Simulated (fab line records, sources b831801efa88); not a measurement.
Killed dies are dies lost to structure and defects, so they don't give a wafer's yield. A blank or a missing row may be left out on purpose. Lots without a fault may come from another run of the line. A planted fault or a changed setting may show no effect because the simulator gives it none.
Which tool did it? | flow gf180mcu | 10 lots, 30 wafers sampled, at 4 steps of a route of 602

WHAT THE GAUGES READ, wafer by wafer
GF_PSD_RS_MEAS_14: measures by four-point-probe.
lot  | measured     | on            | NSD_RS (ohm/sq)
L742 | day 14 03:44 | film_metro-03 | 46.10 46.13 46.12
L746 | day 15 18:21 | film_metro-01 | 46.15 46.15 46.13
L748 | day 16 19:32 | film_metro-04 | 46.17 46.23 46.21
L751 | day 17 10:34 | film_metro-03 | 46.03 46.03 46.03
L754 | day 18 11:38 | film_metro-04 | 46.16 46.09 45.95
L755 | day 19 01:05 | film_metro-01 | 46.00 46.13 46.03
L759 | day 20 04:46 | film_metro-04 | 46.16 46.29 46.19
L760 | day 20 12:13 | film_metro-04 | 44.56 44.53 44.53
L761 | day 20 20:16 | film_metro-03 | 44.55 44.60 44.62
L763 | day 21 18:08 | film_metro-04 | 46.04 46.34 46.22

WHICH TOOL RAN EACH LOT (tool, then ch and the chambers of the sampled wafers, then the start)
lot  | GF_HV_LDD_STRIP_37                   | GF_NSD_IMPLANT_09               | GF_NSD_STRIP_11
L742 | plasma_asher-03 ch 0,1, day 11 14:03 | implanter-04 ch 0, day 13 07:23 | plasma_asher-02 ch 0,1, day 13 07:41
L746 | plasma_asher-04 ch 0,1, day 12 23:22 | implanter-02 ch 0, day 14 20:05 | plasma_asher-02 ch 0,1, day 14 20:23
L748 | plasma_asher-01 ch 0,1, day 13 21:16 | implanter-04 ch 0, day 15 20:20 | plasma_asher-01 ch 0,1, day 15 20:38
L751 | plasma_asher-01 ch 0,1, day 14 12:10 | implanter-02 ch 0, day 16 11:16 | plasma_asher-02 ch 0,1, day 16 11:33
L754 | plasma_asher-04 ch 0,1, day 15 12:05 | implanter-04 ch 0, day 17 11:45 | plasma_asher-01 ch 0,1, day 17 12:02
L755 | plasma_asher-04 ch 0,1, day 15 23:35 | implanter-01 ch 0, day 18 00:14 | plasma_asher-01 ch 0,1, day 18 00:32
L759 | plasma_asher-01 ch 1, day 17 00:53   | implanter-02 ch 0, day 19 03:43 | plasma_asher-04 ch 1, day 19 03:59
L760 | plasma_asher-04 ch 0,1, day 17 08:02 | implanter-04 ch 0, day 19 11:25 | plasma_asher-01 ch 0,1, day 19 11:41
L761 | plasma_asher-01 ch 0,1, day 17 17:44 | implanter-04 ch 0, day 19 19:40 | plasma_asher-02 ch 0,1, day 19 19:56
L763 | plasma_asher-01 ch 0,1, day 18 14:13 | implanter-02 ch 0, day 20 17:35 | plasma_asher-01 ch 0,1, day 20 17:53
- GF_HV_LDD_STRIP_37: strips in O2/N2.
- GF_NSD_IMPLANT_09
- GF_NSD_STRIP_11: strips in O2/N2.

THE ANSWER, worked out from the rows above alone
Rule: what is usual is taken from the lots themselves. Put in order of their means at a reading, lots are off if they are a third of the lots or fewer, leave a main group of 4 or more, and stand apart from it by a gap of 3 or more times the standard deviation of the main group's means; of several such gaps the widest counts. A main group whose means are all the same, to the digits that the tables above print for the reading, isn't used. A lot without any number at a reading at which 4 lots or more have one is off too. The other lots that the step has rows for count as sound.
Off: L760, L761, at GF_PSD_RS_MEAS_14 (NSD_RS). The main group: mean 46.13 ohm/sq, standard deviation 0.068.
A tool fits if, at a process step before that reading, it ran every lot that is off, and no sound lot after the first of them. The gauges at GF_PSD_RS_MEAS_14 are tried like those tools. One fits: implanter-04 at GF_NSD_IMPLANT_09. Its last sound lot is L754 (day 17 11:45), its first lot that is off L760 (day 19 11:25): a fault that began between those two fits.

WHAT THE SIMULATOR HAD PUT IN
Process parameter drift: implanter-04, from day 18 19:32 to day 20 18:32, at GF_NSD_IMPLANT_09. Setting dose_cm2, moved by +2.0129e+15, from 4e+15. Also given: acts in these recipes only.
Lots struck among those shown: L760, L761. The rule above found the same.
